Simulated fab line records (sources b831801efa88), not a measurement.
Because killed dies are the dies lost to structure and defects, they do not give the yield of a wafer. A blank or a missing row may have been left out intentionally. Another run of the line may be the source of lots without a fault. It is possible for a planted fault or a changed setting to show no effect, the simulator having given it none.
Which tool is to blame? ; flow gf180mcu ; 12 lots, 36 wafers sampled, at 5 steps of a route of 602

== WHAT THE GAUGES SHOWED, per wafer ==
GF_HV_LDD_TW_MEAS_50.
lot;measured;on;HV_LDD_4_TW
L511;day 12 08:09;film_metro-01;576 576 578
L512;day 12 15:29;film_metro-03;586 584 584
L521;day 15 19:01;film_metro-01;528 524 522 522 525 522
L522;day 16 01:59;film_metro-01;528 524 525 527 526 525
L523;day 16 09:25;film_metro-02;565 563 569
L524;day 16 17:56;film_metro-02;569 568 565
L525;day 17 09:58;film_metro-02;568 568 570
L526;day 17 07:16;film_metro-02;566 567 567
L530;day 18 17:09;film_metro-02;561 562 564
L531;day 19 03:44;film_metro-03;588 588 589
L532;day 19 09:53;film_metro-02;564 565 563
L534;day 19 23:02;film_metro-01;576 577 576

GF_NSD_TW_MEAS_12.
lot;measured;on;NSD_TW
L511;day 13 07:57;film_metro-01;4297 4296 4283
L512;day 13 15:41;film_metro-03;4370 4353 4371
L521;day 16 20:28;film_metro-04;4257 4250 4237
L522;day 17 03:29;film_metro-03;4336 4345 4346
L523;day 17 11:52;film_metro-01;4281 4284 4280
L524;day 17 20:32;film_metro-04;4209 4239 4219
L525;day 18 13:06;film_metro-01;4261 4276 4260
L526;day 18 10:21;film_metro-01;4266 4284 4306
L530;day 19 20:50;film_metro-03;4388 4407 4363
L531;day 20 07:57;film_metro-03;4393 4369 4374
L532;day 20 13:23;film_metro-03;4352 4369 4338
L534;day 21 02:20;film_metro-03;4338 4337 4344

GF_CONTACT_RS_MEAS_25: measurement is done with a four-point probe.
lot;measured;on;CONTACT_W_RS (ohm/sq)
L511;day 16 02:10;film_metro-02;0.388 0.385 0.380
L512;day 16 09:01;film_metro-01;0.386 0.383 0.388
L521;day 19 22:35;film_metro-01;0.380 0.382 0.379
L522;day 20 07:16;film_metro-03;0.383 0.383 0.385
L523;day 20 16:01;film_metro-02;0.386 0.386 0.387
L524;day 20 23:56;film_metro-03;0.385 0.380 0.381
L525;day 21 17:02;film_metro-03;0.376 0.381 0.378
L526;day 21 12:52;film_metro-01;0.379 0.382 0.377
L530;day 22 23:02;film_metro-02;0.388 0.382 0.382
L531;day 23 09:00;film_metro-02;0.387 0.384 0.383
L532;day 23 14:51;film_metro-01;0.386 0.383 0.386
L534;day 24 02:56;film_metro-01;0.384 0.384 0.381

== EACH LOT AND THE TOOL THAT RAN IT (in order: tool; ch and the chambers of the sampled wafers; start) ==
lot;GF_STI_ETCH_13;GF_HV_LDD_IMPLANT_48
L511;rie_diel-03 ch 0,3, day 2 01:24;implanter-01 ch 0, day 12 07:56
L512;rie_diel-01 ch 0,2,3, day 2 06:36;implanter-02 ch 0, day 12 15:14
L521;rie_diel-03 ch 0,1, day 4 04:48;implanter-03 ch 0, day 15 18:47
L522;rie_diel-03 ch 0,1, day 4 10:37;implanter-03 ch 0, day 16 01:44
L523;rie_diel-02 ch 0,1,3, day 4 15:01;implanter-02 ch 0, day 16 09:12
L524;rie_diel-01 ch 0,2,3, day 4 21:18;implanter-02 ch 0, day 16 17:41
L525;rie_diel-01 ch 0,1,2, day 5 03:42;implanter-01 ch 0, day 17 09:44
L526;rie_diel-02 ch 0,1,2, day 5 06:15;implanter-01 ch 0, day 17 07:01
L530;rie_diel-02 ch 0,3, day 6 02:34;implanter-02 ch 0, day 18 16:55
L531;rie_diel-01 ch 1,2,3, day 6 09:04;implanter-01 ch 0, day 19 03:30
L532;rie_diel-03 ch 0,1,3, day 6 14:33;implanter-01 ch 0, day 19 09:38
L534;rie_diel-01 ch 0,3, day 6 23:41;implanter-01 ch 0, day 19 22:47
- GF_STI_ETCH_13: etches the open film in CHF3/O2, stops on Si, target depth 282.31 nm, time 112.9 s.
- GF_HV_LDD_IMPLANT_48

== WHAT THE TOOLS THEMSELVES READ (means of the sampled wafers that have a number; where no wafer has one, the mark that the record gives instead) ==
GF_STI_ETCH_13.
lot;tool;chamber_pressure_mTorr (mTorr);drypump_motor_current_A (A);oes_product_au (a.u.);rf_fwd_power_W (W);throttle_valve_pct (%)
L511;rie_diel-03;39.98;5.6;0.827;596.8;8.811
L512;rie_diel-01;40.01;5.7;0.829;597.1;8.811
L521;rie_diel-03;40.02;5.6;0.829;597.2;8.808
L522;rie_diel-03;40.00;5.6;0.844;596.1;8.821
L523;rie_diel-02;39.98;5.8;0.827;598.4;8.815
L524;rie_diel-01;40.04;5.7;0.838;595.9;8.811
L525;rie_diel-01;40.04;5.7;0.835;596.2;8.813
L526;rie_diel-02;39.99;5.4;0.836;596.0;8.806
L530;rie_diel-02;40.04;5.7;0.834;597.2;8.814
L531;rie_diel-01;39.96;5.6;0.830;596.9;8.814
L532;rie_diel-03;40.01;5.6;0.836;595.8;8.798
L534;rie_diel-01;40.04;5.8;0.836;597.7;8.814

GF_HV_LDD_IMPLANT_48.
lot;tool;dose_ions_cm2;faraday_current_uA;tilt_deg (degrees)
L511;implanter-01;3.000e+13;169;7.025
L512;implanter-02;3.001e+13;167;7.012
L521;implanter-03;2.259e+13;125;6.997
L522;implanter-03;2.263e+13;126;7.001
L523;implanter-02;3.000e+13;169;6.991
L524;implanter-02;2.998e+13;168;7.015
L525;implanter-01;3.001e+13;171;7.016
L526;implanter-01;3.002e+13;169;7.024
L530;implanter-02;2.999e+13;167;6.979
L531;implanter-01;2.998e+13;170;7.025
L532;implanter-01;3.002e+13;170;7.010
L534;implanter-01;3.004e+13;167;7.004

== THE ANSWER, worked out from the rows above alone ==
Rule: what is usual is taken from the lots themselves. Put in order of their means at a reading, lots are off if they are a third of the lots or fewer, leave a main group of 4 or more, and stand apart from it by a gap of 3 or more times the standard deviation of the main group's means; of several such gaps the widest counts. A main group whose means are all the same, to the digits that the tables above print for the reading, isn't used. A lot without any number at a reading at which 4 lots or more have one is off too. All remaining lots with rows at the step are treated as sound. After the gauges, taken in route order, come the tools' own readings; for these a lot's mean is taken, as printed above. The first step at which some lot is off is used, and at that step the reading that is off furthest; a lot without a number counts as furthest.
Off: at GF_HV_LDD_TW_MEAS_50 (HV_LDD_4_TW), L521, L522. The main group: mean 572, standard deviation 8.5.
If a tool, at a process step before that reading, ran all the lots that are off and no sound lot after the first of them, it fits. Not tried: the gauges at GF_HV_LDD_TW_MEAS_50; whatever is off there is also off at GF_HV_LDD_IMPLANT_48, on other tools, and gauge error can't account for it. One fits: GF_HV_LDD_IMPLANT_48 on implanter-03. It ran no sound lot before its first lot that is off in this sample, so the start can't be narrowed down.
The tool's own readings at GF_HV_LDD_IMPLANT_48 bear it out: on the lots that are off they differ by more than 5 times the standard deviation of the sound lots' means. dose_ions_cm2 reads 2.261e+13 there against 3.000e+13 on the sound lots; faraday_current_uA reads 126 there against 169 on the sound lots.

== WHAT THE SIMULATOR HAD INSERTED ==
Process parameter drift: implanter-03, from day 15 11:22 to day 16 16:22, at GF_HV_LDD_IMPLANT_48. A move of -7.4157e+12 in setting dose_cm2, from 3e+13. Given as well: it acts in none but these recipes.
Shown lots that were struck: L521, L522. The same result came from the rule above.
